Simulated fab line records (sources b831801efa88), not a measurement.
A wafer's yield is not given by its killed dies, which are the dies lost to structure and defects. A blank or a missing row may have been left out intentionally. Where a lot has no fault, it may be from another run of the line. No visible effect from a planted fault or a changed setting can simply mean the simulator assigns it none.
fab line records | flow sfq_line
[record] lots = 15 wafers = 45 last_day = 91
route steps=325 shown I4@174 JJ@179 M5@205 R5@216 I5@237
lots with no fault: from the same line, run without faults
start_h: start of the lot's first displayed wafer, in hours after the record's first day | wait_h: hours from the lot's prior step to this one | " same as the row above | L1.1+2: several wafers, shown together as one row | - no value, or no start given | * or withheld: withheld | < > ~ a bound
route shown NAME@n: a module of which the file shows steps, and the number in the route of the first | usual: the fault-free wafers' mean and standard deviation | same: alike in all rows | chamber/n: place in a boat | sites: readings site by site | _std_site: the standard deviation of these | _edge_site: the outer-site mean with the inner-site mean subtracted | radius_mm: how far each site lies from the wafer's centre | mask NAME#n: copy n | behind: tool/chamber where the wafer was last shaped | hold: reason for holding the lot/hours on hold/outcome of the hold | device: the transistor (n, p or np) that didn't switch | end of line: tests of these same wafers at the route's end | a step given without rows: its recipe and nothing more | killed: dies that structure and defects cost at the first sort, which is not the same as the wafer's yield | map: shows each die of a wafer: x if killed, . if not, _ if none is there
set.NAME: the setting that was run; set.NAME@STEP: the one run at that earlier step | model.NAME: the simulator's own value behind a step, which no gauge read
the route's steps for a sample of lots (tables are steps, rows are wafers)
services: a tool's chamber out of use, with start hour (start_h, from the record's first day; less than 0 if before it), hours out, and reason
[[steps]]
[step SFQ_TRILAYER_I4_VIA_BARC_OPEN_VIA_ETCH_146]
[recipe] mask_material = PR chemistry = O2 target_depth_nm = 125 target = BARC source_w = 500 bias_w = 80 pressure_mtorr = 30 time_s = 41.7
[usual] bias_w = 80.01/0.26 chamber_pressure_mTorr = 30.002/0.025 drypump_motor_current_A = 5.7/0.34 oes_product_au = 0.685/0.0049
// columns lot.wafer tool chamber start_h wait_h bias_w chamber_pressure_mTorr drypump_motor_current_A oes_product_au rf_hours_counter_h
L496.4 rie_diel-04 0 1253.76 0.0 79.89 30.005 5.5 0.684 -
L496.5 " 1 " " 79.52 29.991 6.2 0.684 -
L496.6 " 3 " " 79.91 30.040 5.9 0.679 -
L497.1 rie_diel-01 2 1262.32 0.0 79.54 30.017 5.5 0.687 6
L497.4 " 3 " " 80.22 30.023 5.4 0.685 1
L497.6 " 0 " " 80.02 30.012 6.3 0.682 -
L498.4 rie_diel-01 2 1271.92 0.0 80.32 30.006 5.5 0.679 6
L498.5 " 3 " " 79.91 29.931 5.4 0.686 -
L498.6 " 2 " " 79.96 30.015 5.5 0.693 -
L499.1 rie_diel-02 3 1277.92 0.0 79.55 29.951 6.2 0.697 6
L499.2 " 2 " " 80.14 30.002 5.9 0.694 15
L499.4 " 0 " " 79.90 29.973 5.9 0.686 14
L502.1 rie_diel-01 0 1354.28 0.0 79.99 29.996 6.2 0.684 21
L502.3 " 3 " " 79.75 29.971 5.4 0.698 2
L502.6 " 3 " " 79.60 30.007 5.4 0.685 -
L503.1 rie_diel-04 3 1355.48 0.0 79.83 30.000 5.9 0.682 19
L503.4 " 2 " " 80.26 29.987 5.5 0.679 11
L503.5 " 1 " " 80.34 30.030 6.2 0.691 -
L504.3 rie_diel-04 1 1479.11 0.0 80.48 30.019 6.2 0.688 17
L504.5 " 1 " " 80.31 29.987 6.2 0.680 -
L504.6 " 2 " " 80.03 29.961 5.5 0.687 -
L506.3 rie_diel-04 0 1488.53 0.0 79.84 30.038 5.5 0.685 7
L506.4 " 1 " " 80.06 30.022 6.2 0.679 18
L506.5 " 3 " " 79.92 30.030 5.9 0.687 -
L512.3 rie_diel-02 0 1534.21 0.0 79.76 30.018 5.9 0.677 18
L512.4 " 2 " " 80.02 29.965 5.9 0.678 0
L512.5 " 2 " " 80.04 30.001 5.9 0.686 -
L513.2 rie_diel-01 2 1557.65 0.0 80.15 29.981 5.5 0.688 10
L513.4 " 3 " " 80.03 30.024 5.4 0.690 4
L513.6 " 1 " " 79.86 29.981 5.4 0.691 -
L514.4 rie_diel-04 1 1569.65 0.0 80.64 30.025 6.1 0.691 18
L514.5 " 3 " " 80.09 30.067 5.9 0.686 -
L514.6 " 2 " " 80.02 29.951 5.5 0.683 -
L515.1 rie_diel-04 0 1586.45 0.0 80.13 30.027 5.4 0.699 8
L515.5 " 3 " " 80.00 30.025 5.9 0.685 -
L515.6 " 0 " " 79.94 29.993 5.5 0.688 -
L517.1 rie_diel-04 2 1603.25 0.0 79.85 30.003 5.5 0.694 14
L517.5 " 3 " " 80.47 30.020 5.9 0.682 -
L517.6 " 0 " " 80.09 29.981 5.4 0.689 -
L518.2 rie_diel-04 2 1605.65 0.0 79.97 30.011 5.5 0.682 14
L518.4 " 1 " " 79.49 30.043 6.2 0.680 18
L518.5 " 0 " " 79.90 30.000 5.4 0.690 -
L519.2 rie_diel-01 0 1608.05 0.0 80.05 29.987 6.2 0.681 3
L519.4 " 2 " " 79.73 30.029 5.5 0.682 10
L519.5 " 3 " " 79.25 30.028 5.4 0.682 -
[step SFQ_TRILAYER_JJ_TRILAYER_DEP_SPUTTER_109]
[recipe] material = Nb base_pressure_pa = 1.33e-06 chamber_pressure_pa = 0.1333 substrate_temp_c = 20 target_thk_nm = 150 power_w = 2000 time_s = 100
[usual] chamber_pressure_pa = 0.13329/0.00027 throttle_valve_pct = 29.9/0.82
// columns lot.wafer tool chamber start_h wait_h chamber_pressure_pa throttle_valve_pct
L496.4 pvd_sputter-05 - 1254.69 0.0 0.13304 29.9
L496.5 " - " " 0.13332 29.4
L496.6 " - " " 0.13324 30.0
L497.1 pvd_sputter-03 - 1263.27 0.0 0.13311 29.3
L497.4 " - " " 0.13311 31.4
L497.6 " - " " 0.13394 31.7
L498.4 pvd_sputter-03 - 1272.87 0.0 0.13331 31.7
L498.5 " - " " 0.13327 29.9
L498.6 " - " " 0.13363 29.3
L499.1 pvd_sputter-06 - 1278.87 0.0 0.13331 28.8
L499.2 " - " " 0.13349 30.0
L499.4 " - " " 0.13329 29.9
L502.1 pvd_sputter-05 - 1355.24 0.0 0.1333 29.1
L502.3 " - " " 0.1337 29.9
L502.6 " - " " 0.13303 29.8
L503.1 pvd_sputter-06 - 1356.46 0.0 0.13296 29.1
L503.4 " - " " 0.1331 30.1
L503.5 " - " " 0.13324 30.3
L504.3 pvd_sputter-03 - 1480.06 0.0 0.1336 31.4
L504.5 " - " " 0.13386 29.7
L504.6 " - " " 0.13308 29.2
L506.3 pvd_sputter-05 - 1489.49 0.0 0.13356 29.6
L506.4 " - " " 0.13308 28.9
L506.5 " - " " 0.13345 29.4
L512.3 pvd_sputter-03 - 1535.20 0.0 0.13323 30.0
L512.4 " - " " 0.13317 32.0
L512.5 " - " " 0.13291 29.1
L513.2 pvd_sputter-05 - 1558.62 0.0 0.1327 29.3
L513.4 " - " " 0.13321 28.9
L513.6 " - " " 0.13334 29.7
L514.4 pvd_sputter-03 - 1570.62 0.0 0.13353 31.5
L514.5 " - " " 0.1335 29.5
L514.6 " - " " 0.13296 29.9
L515.1 pvd_sputter-06 - 1587.40 0.0 0.13336 30.2
L515.5 " - " " 0.13345 29.1
L515.6 " - " " 0.13323 30.0
L517.1 pvd_sputter-05 - 1604.20 0.0 0.13334 29.9
L517.5 " - " " 0.13339 29.2
L517.6 " - " " 0.13318 29.8
L518.2 pvd_sputter-05 - 1606.60 0.0 0.13371 29.2
L518.4 " - " " 0.13355 29.3
L518.5 " - " " 0.13366 28.9
L519.2 pvd_sputter-06 - 1609.00 0.0 0.13329 30.3
L519.4 " - " " 0.13332 30.3
L519.5 " - " " 0.13324 30.3
[step SFQ_TRILAYER_M5_BARC_OPEN_METAL_ETCH_161]
[recipe] mask_material = PR chemistry = O2 target_depth_nm = 125 target = BARC icp_w = 600 bias_w = 80 pressure_mtorr = 10 time_s = 41.7
[usual] bias_w = 80.00/0.23 chamber_pressure_mTorr = 10.002/0.013 drypump_motor_current_A = 5.8/0.36 oes_product_au = 0.685/0.0044
// columns lot.wafer tool chamber start_h wait_h bias_w chamber_pressure_mTorr drypump_motor_current_A oes_product_au rf_hours_counter_h
L496.4 rie_metal-03 1 1523.43 0.0 80.01 9.996 6.1 0.690 -
L496.5 " 1 " " 80.10 9.997 6.1 0.682 -
L496.6 " 0 " " 79.91 10.001 6.4 0.687 -
L497.1 rie_metal-03 0 1525.81 0.0 80.42 9.996 6.4 0.691 56
L497.4 " 1 " " 79.77 10.002 6.0 0.685 -
L497.6 " 1 " " 79.70 9.993 6.0 0.689 -
L498.4 rie_metal-01 1 1537.17 0.0 79.93 9.996 5.6 0.676 -
L498.5 " 1 " " 80.27 9.993 5.6 0.693 -
L498.6 " 0 " " 79.74 10.001 5.4 0.674 -
L499.1 rie_metal-01 1 1544.45 0.0 79.94 9.982 5.6 0.678 71
L499.2 " 0 " " 80.02 9.999 5.4 0.684 4
L499.4 " 0 " " 80.08 10.013 5.4 0.687 -
L502.1 rie_metal-02 1 1590.05 0.0 - - - - -
L502.3 " 0 " " - - - - -
L502.6 " 0 " " - - - - -
L503.1 rie_metal-03 1 1593.65 0.0 - - - - -
L503.4 " 0 " " - - - - -
L503.5 " 0 " " - - - - -
L504.3 rie_metal-03 1 1597.27 0.0 - - - - -
L504.5 " 0 " " - - - - -
L504.6 " 1 " " - - - - -
L506.3 rie_metal-01 1 1604.47 0.0 80.11 10.019 5.6 0.687 -
L506.4 " 0 " " 80.04 10.005 5.4 0.689 -
L506.5 " 0 " " 80.12 9.999 5.4 0.683 -
L512.3 rie_metal-03 0 1641.67 0.0 80.12 10.004 6.4 0.684 -
L512.4 " 1 " " 80.11 10.011 6.0 0.685 -
L512.5 " 1 " " 80.07 9.994 6.1 0.682 -
L513.2 rie_metal-01 1 1664.45 0.0 80.01 10.001 5.6 0.690 89
L513.4 " 1 " " 80.07 10.006 5.6 0.686 -
L513.6 " 1 " " 80.23 10.020 5.6 0.682 -
L514.4 rie_metal-02 1 1665.67 0.0 80.29 9.998 5.6 0.682 -
L514.5 " 1 " " 80.14 9.984 5.6 0.678 -
L514.6 " 0 " " 79.62 10.008 6.1 0.679 -
L515.1 rie_metal-01 1 1666.85 0.0 80.32 10.004 5.6 0.688 89
L515.5 " 0 " " 80.17 9.997 5.4 0.680 -
L515.6 " 1 " " 80.21 10.002 5.6 0.682 -
L517.1 rie_metal-03 0 1669.25 0.0 79.77 10.001 6.4 0.683 78
L517.5 " 1 " " 79.74 10.021 6.1 0.685 -
L517.6 " 0 " " 79.82 9.992 6.4 0.683 -
L518.2 rie_metal-02 1 1670.45 0.0 80.07 10.013 5.6 0.689 38
L518.4 " 1 " " 79.68 9.997 5.6 0.681 -
L518.5 " 0 " " 79.90 9.999 6.0 0.682 -
L519.2 rie_metal-01 0 1671.65 0.0 80.22 9.996 5.4 0.682 28
L519.4 " 1 " " 79.74 9.993 5.6 0.679 -
L519.5 " 0 " " 80.11 10.005 5.4 0.691 -
[step SFQ_TRILAYER_M5_ETCH_METAL_ETCH_126]
[recipe] target = Nb stop_on = SiO2 mask_material = PR over_etch_frac = 0.15 time_s = 203.2 chemistry = Cl2/BCl3 target_depth_nm = 265 icp_w = 600 bias_w = 80 pressure_mtorr = 10
[usual] bias_w = 79.99/0.24 chamber_pressure_mTorr = 9.998/0.009 drypump_motor_current_A = 5.8/0.36 oes_product_au = 0.727/0.0058
// columns lot.wafer tool chamber start_h wait_h bias_w chamber_pressure_mTorr drypump_motor_current_A oes_product_au rf_hours_counter_h
L496.4 rie_metal-03 1 1523.54 0.1 79.58 9.998 6.1 0.731 -
L496.5 " 1 " " 79.63 9.996 6.1 0.721 -
L496.6 " 0 " " 80.24 10.002 6.3 0.718 -
L497.1 rie_metal-03 0 1525.87 0.0 79.28 9.985 6.3 0.736 56
L497.4 " 1 " " 79.60 9.998 6.0 0.732 -
L497.6 " 1 " " 80.16 9.998 6.0 0.730 -
L498.4 rie_metal-01 1 1537.27 0.1 79.92 9.983 5.6 0.721 -
L498.5 " 1 " " 79.79 10.002 5.6 0.722 -
L498.6 " 0 " " 80.01 9.997 5.4 0.723 -
L499.1 rie_metal-01 1 1544.51 0.0 79.95 9.986 5.6 0.741 71
L499.2 " 0 " " 80.02 9.994 5.4 0.734 4
L499.4 " 0 " " 80.41 10.000 5.4 0.725 -
L502.1 rie_metal-02 1 1590.11 0.0 80.25 10.003 5.6 0.367 24
L502.3 " 0 " " 80.16 10.007 6.1 0.373 -
L502.6 " 0 " " 80.10 10.003 6.1 0.379 -
L503.1 rie_metal-03 1 1593.71 0.0 79.68 9.995 6.0 0.385 56
L503.4 " 0 " " 80.07 10.008 6.4 0.382 -
L503.5 " 0 " " 79.97 10.004 6.4 0.370 -
L504.3 rie_metal-03 1 1597.37 0.1 79.86 9.983 6.1 0.380 -
L504.5 " 0 " " 80.04 9.991 6.4 0.374 -
L504.6 " 1 " " 79.75 9.990 6.0 0.380 -
L506.3 rie_metal-01 1 1604.57 0.1 79.98 10.011 5.6 0.728 -
L506.4 " 0 " " 80.06 10.013 5.4 0.733 -
L506.5 " 0 " " 80.06 9.990 5.4 0.734 -
L512.3 rie_metal-03 0 1641.77 0.1 80.31 10.020 6.3 0.719 -
L512.4 " 1 " " 79.86 10.018 6.1 0.733 -
L512.5 " 1 " " 79.71 9.979 6.1 0.730 -
L513.2 rie_metal-01 1 1664.51 0.0 79.73 9.999 5.6 0.724 89
L513.4 " 1 " " 80.00 10.001 5.6 0.732 -
L513.6 " 1 " " 80.04 9.993 5.6 0.730 -
L514.4 rie_metal-02 1 1665.77 0.1 79.78 9.989 5.6 0.720 -
L514.5 " 1 " " 79.71 9.998 5.5 0.715 -
L514.6 " 0 " " 80.08 9.996 6.1 0.722 -
L515.1 rie_metal-01 1 1666.91 0.0 79.70 9.993 5.6 0.719 89
L515.5 " 0 " " 80.59 9.998 5.4 0.736 -
L515.6 " 1 " " 79.87 9.999 5.6 0.727 -
L517.1 rie_metal-03 0 1669.31 0.0 80.03 9.985 6.4 0.729 78
L517.5 " 1 " " 80.16 10.010 6.0 0.731 -
L517.6 " 0 " " 79.58 10.000 6.4 0.718 -
L518.2 rie_metal-02 1 1670.51 0.0 80.03 9.998 5.6 0.728 38
L518.4 " 1 " " 80.21 9.971 5.5 0.735 -
L518.5 " 0 " " 79.64 10.008 6.1 0.733 -
L519.2 rie_metal-01 0 1671.71 0.0 80.04 10.002 5.4 0.726 28
L519.4 " 1 " " 80.07 9.992 5.6 0.730 -
L519.5 " 0 " " 79.91 10.001 5.4 0.729 -
[step SFQ_R5_THK_MEAS_934]
[recipe] thk_meas_gauge = xrf reads = MoNx_of_TRILAYER_R5_DEP_SPUTTER_133
[usual] R5_MONX_THK = 40.4/0.44
// columns lot.wafer tool chamber start_h wait_h R5_MONX_THK[nm]
L496.4 film_metro-04 - 1539.66 0.1 39.8
L496.5 " - " " 39.7
L496.6 " - " " 39.9
L497.1 film_metro-03 - 1542.63 0.1 40.5
L497.4 " - " " 40.5
L497.6 " - " " 40.2
L498.4 film_metro-03 - 1551.72 0.1 40.2
L498.5 " - " " 39.9
L498.6 " - " " 40.2
L499.1 film_metro-01 - 1563.63 0.1 41.0
L499.2 " - " " 40.8
L499.4 " - " " 41.5
L502.1 film_metro-04 - 1605.63 0.1 41.1
L502.3 " - " " 40.2
L502.6 " - " " 40.6
L503.1 film_metro-01 - 1605.92 0.1 40.7
L503.4 " - " " 40.6
L503.5 " - " " 40.4
L504.3 film_metro-01 - 1608.65 0.1 39.4
L504.5 " - " " 40.0
L504.6 " - " " 39.3
L506.3 film_metro-04 - 1611.65 0.1 41.0
L506.4 " - " " 40.7
L506.5 " - " " 41.0
L512.3 film_metro-01 - 1652.04 0.1 40.5
L512.4 " - " " 40.2
L512.5 " - " " 40.4
L513.2 film_metro-01 - 1671.57 0.1 39.9
L513.4 " - " " 40.2
L513.6 " - " " 39.8
L514.4 film_metro-04 - 1673.05 0.1 40.8
L514.5 " - " " 41.1
L514.6 " - " " 41.2
L515.1 film_metro-04 - 1676.02 0.1 40.9
L515.5 " - " " 40.5
L515.6 " - " " 40.5
L517.1 film_metro-01 - 1679.02 0.1 41.3
L517.5 " - " " 40.5
L517.6 " - " " 40.8
L518.2 film_metro-01 - 1680.88 0.1 40.6
L518.4 " - " " 40.1
L518.5 " - " " 40.6
L519.2 film_metro-04 - 1682.03 0.1 40.3
L519.4 " - " " 40.1
L519.5 " - " " 40.2
[step SFQ_TRILAYER_R5_LITHO_EXPOSE_137]
[recipe] mask_id = R5 na = 0.6 source_shape = conventional sigma_outer = 0.65 target_cd_nm = 500 dose_mj = 14.4
[usual] exposure_dose_mJ_cm2 = 14.399/0.014 focus_offset_nm = 0.0/0.57 reticle_temp_C = 22.99/0.11
// columns lot.wafer tool chamber start_h wait_h mask exposure_dose_mJ_cm2 focus_offset_nm reticle_temp_C
L496.4 krf_scanner-01 0 1634.71 - R5#0 14.390 0.3 23.04
L496.5 " 0 " " R5#0 14.390 0.2 23.06
L496.6 " 0 " " R5#0 14.392 0.2 22.88
L497.1 krf_scanner-01 0 1636.51 - R5#0 14.382 0.0 22.79
L497.4 " 0 " " R5#0 14.406 -0.3 22.85
L497.6 " 0 " " R5#0 14.425 -0.7 22.91
L498.4 krf_scanner-01 0 1646.71 - R5#0 14.399 -0.3 23.13
L498.5 " 0 " " R5#0 14.391 0.3 22.98
L498.6 " 0 " " R5#0 14.398 -0.1 23.05
L499.1 krf_scanner-01 0 1661.71 - R5#0 14.401 1.4 23.08
L499.2 " 0 " " R5#0 14.423 0.8 23.07
L499.4 " 0 " " R5#0 14.416 1.0 23.11
L502.1 krf_scanner-02 - 1709.54 - R5#0 - - -
L502.3 " - " " R5#0 - - -
L502.6 " - " " R5#0 - - -
L503.1 krf_scanner-01 - 1713.37 - R5#0 - - -
L503.4 " - " " R5#0 - - -
L503.5 " - " " R5#0 - - -
L504.3 krf_scanner-01 - 1714.97 - R5#0 - - -
L504.5 " - " " R5#0 - - -
L504.6 " - " " R5#0 - - -
L506.3 krf_scanner-01 0 1718.57 - R5#0 14.400 0.0 23.17
L506.4 " 0 " " R5#0 14.393 -0.4 23.06
L506.5 " 0 " " R5#0 14.390 -0.3 22.84
L512.3 krf_scanner-01 0 1740.17 - R5#0 14.420 0.4 23.10
L512.4 " 0 " " R5#0 14.406 0.6 23.04
L512.5 " 0 " " R5#0 14.404 0.8 23.05
L513.2 krf_scanner-01 0 1768.77 - R5#0 14.378 -0.1 22.78
L513.4 " 0 " " R5#0 14.384 -0.3 23.02
L513.6 " 0 " " R5#0 14.400 -0.1 23.02
L514.4 krf_scanner-01 0 1770.37 - R5#0 14.402 1.0 22.85
L514.5 " 0 " " R5#0 14.392 -0.4 22.99
L514.6 " 0 " " R5#0 14.389 -0.2 22.93
L515.1 krf_scanner-01 0 1773.37 - R5#0 14.401 -0.5 23.00
L515.5 " 0 " " R5#0 14.403 -0.3 23.02
L515.6 " 0 " " R5#0 14.408 -0.8 22.77
L517.1 krf_scanner-01 0 1776.97 - R5#0 14.410 -0.1 23.12
L517.5 " 0 " " R5#0 14.407 -1.1 23.08
L517.6 " 0 " " R5#0 14.393 -0.5 22.93
L518.2 krf_scanner-01 0 1779.57 - R5#0 14.388 0.5 23.09
L518.4 " 0 " " R5#0 14.390 -0.2 22.97
L518.5 " 0 " " R5#0 14.400 0.5 23.10
L519.2 krf_scanner-01 0 1780.77 - R5#0 14.406 0.0 23.09
L519.4 " 0 " " R5#0 14.410 0.6 22.94
L519.5 " 0 " " R5#0 14.424 0.6 22.98
[step SFQ_TRILAYER_I5_ETCH_VIA_ETCH_147]
[recipe] stop_on = Nb mask_material = PR chemistry = CHF3 target_depth_nm = 360 source_w = 500 bias_w = 80 pressure_mtorr = 30 time_s = withheld
[usual] bias_w = 79.99/0.22 chamber_pressure_mTorr = 30.002/0.026 drypump_motor_current_A = 5.6/0.4 oes_product_au = 0.989/0.0054
// columns lot.wafer tool chamber start_h wait_h bias_w chamber_pressure_mTorr drypump_motor_current_A oes_product_au
L496.4 rie_diel-04 1 1649.14 0.0 80.13 29.997 6.2 0.989
L496.5 " 3 " " 80.41 29.976 6.0 0.990
L496.6 " 2 " " 80.13 30.037 5.5 0.987
L497.1 rie_diel-03 3 1651.54 0.0 79.73 30.024 5.7 0.990
L497.4 " 2 " " 80.14 29.999 4.7 0.984
L497.6 " 1 " " 80.25 29.957 5.7 1.000
L498.4 rie_diel-03 1 1661.14 0.0 79.69 30.022 5.6 0.998
L498.5 " 0 " " 79.94 30.025 5.5 0.982
L498.6 " 3 " " 79.97 30.004 5.8 0.993
L499.1 rie_diel-04 0 1681.41 0.0 79.64 29.998 5.4 0.991
L499.2 " 1 " " 79.70 30.011 6.2 0.988
L499.4 " 3 " " 79.86 29.916 5.9 0.981
L502.1 rie_diel-01 2 1717.22 0.0 79.99 29.979 5.5 0.381
L502.3 " 0 " " 79.86 30.010 6.2 0.376
L502.6 " 0 " " 79.81 30.009 6.3 0.369
L503.1 rie_diel-03 1 1718.42 0.0 80.17 30.008 5.6 0.369
L503.4 " 0 " " 79.89 30.032 5.6 0.378
L503.5 " 1 " " 79.98 29.992 5.6 0.370
L504.3 rie_diel-04 1 1719.62 0.0 80.17 29.980 6.2 0.382
L504.5 " 1 " " 79.92 29.993 6.2 0.367
L504.6 " 0 " " 80.07 29.962 5.5 0.371
L506.3 rie_diel-03 2 1726.04 0.0 79.84 30.002 4.7 0.994
L506.4 " 0 " " 80.09 29.949 5.6 0.988
L506.5 " 3 " " 79.45 30.026 5.7 0.987
L512.3 rie_diel-01 0 1744.86 0.0 80.06 30.009 6.2 0.983
L512.4 " 2 " " 80.23 29.978 5.5 0.976
L512.5 " 3 " " 79.83 30.029 5.5 0.990
L513.2 rie_diel-03 2 1773.47 0.0 80.62 30.018 4.7 0.993
L513.4 " 1 " " 79.59 30.014 5.6 0.992
L513.6 " 1 " " 79.72 29.984 5.6 0.989
L514.4 rie_diel-01 0 1774.75 0.1 79.86 29.989 6.2 0.985
L514.5 " 2 " " 80.18 30.008 5.5 0.993
L514.6 " 3 " " 79.70 30.008 5.4 0.993
L515.1 rie_diel-04 0 1778.35 0.0 80.23 29.986 5.5 0.981
L515.5 " 1 " " 80.14 30.054 6.2 0.986
L515.6 " 2 " " 80.07 30.017 5.5 0.992
L517.1 rie_diel-01 1 1782.20 0.0 79.65 30.049 5.4 0.994
L517.5 " 3 " " 80.05 29.988 5.4 0.986
L517.6 " 2 " " 80.15 29.985 5.5 0.987
L518.2 rie_diel-03 3 1784.60 0.0 80.49 29.986 5.7 0.986
L518.4 " 0 " " 80.03 29.991 5.6 0.987
L518.5 " 0 " " 80.61 29.976 5.6 0.991
L519.2 rie_diel-01 2 1785.80 0.0 80.32 29.983 5.5 0.987
L519.4 " 0 " " 80.18 30.007 6.3 0.992
L519.5 " 2 " " 79.98 30.009 5.5 0.997
[[services]]
// columns tool chamber start_h hours kind
rie_metal-03 - 1240.86 2.8 pm
rie_diel-04 2 1251.42 10.0 repair
krf_scanner-01 - 1258.30 1.1 repair
rie_diel-04 2 1264.78 22.6 repair
rie_diel-04 3 1270.67 7.4 repair
rie_diel-04 0 1273.38 12.8 repair
krf_scanner-01 - 1280.21 4.0 pm
rie_diel-04 3 1290.10 3.2 repair
krf_scanner-01 - 1325.40 3.6 pm
krf_scanner-01 - 1340.96 0.2 repair
krf_scanner-01 - 1343.28 0.8 pm
krf_scanner-01 - 1344.64 1.0 pm
rie_metal-01 - 1347.60 2.8 pm
krf_scanner-01 - 1360.20 1.3 pm
rie_diel-04 3 1362.26 1.4 repair
rie_diel-04 3 1376.20 5.4 repair
rie_metal-03 1 1434.59 7.9 repair
rie_diel-04 - 1493.27 15.6 pm
krf_scanner-01 - 1498.97 5.0 repair
krf_scanner-01 - 1514.32 1.0 pm
krf_scanner-01 - 1536.81 1.3 pm
krf_scanner-01 - 1682.99 1.0 pm
krf_scanner-01 - 1705.41 4.4 pm
krf_scanner-01 - 1712.07 1.3 pm
[[key]]
[first_sign] step = SFQ_TRILAYER_M5_BARC_OPEN_METAL_ETCH_161 reading = tool_record direction = missing
[effect] step = SFQ_TRILAYER_M5_ETCH_METAL_ETCH_126 reading = oes_product_au direction = down sigmas = 60 usual = 0.727 struck = 0.377
[effect] step = SFQ_TRILAYER_R5_LITHO_EXPOSE_137 reading = tool_record direction = missing
[effect] step = SFQ_TRILAYER_I5_ETCH_VIA_ETCH_147 reading = oes_product_au direction = down sigmas = 99+ usual = 0.989 struck = 0.374
met_at SFQ_TRILAYER_M5_BARC_OPEN_METAL_ETCH_161
struck_lots L502,L503,L504
not_acting_at SFQ_TRILAYER_I4_VIA_BARC_OPEN_VIA_ETCH_146,SFQ_TRILAYER_JJ_TRILAYER_DEP_SPUTTER_109,SFQ_R5_THK_MEAS_934
onset_between 1525.81 1590.05
[fault] kind = skipped_step_whole tool = rie_metal-02,rie_metal-03 chamber = - onset_h = 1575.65 steps = SFQ_TRILAYER_M5_BARC_OPEN_METAL_ETCH_161 scope = struck_lots_only
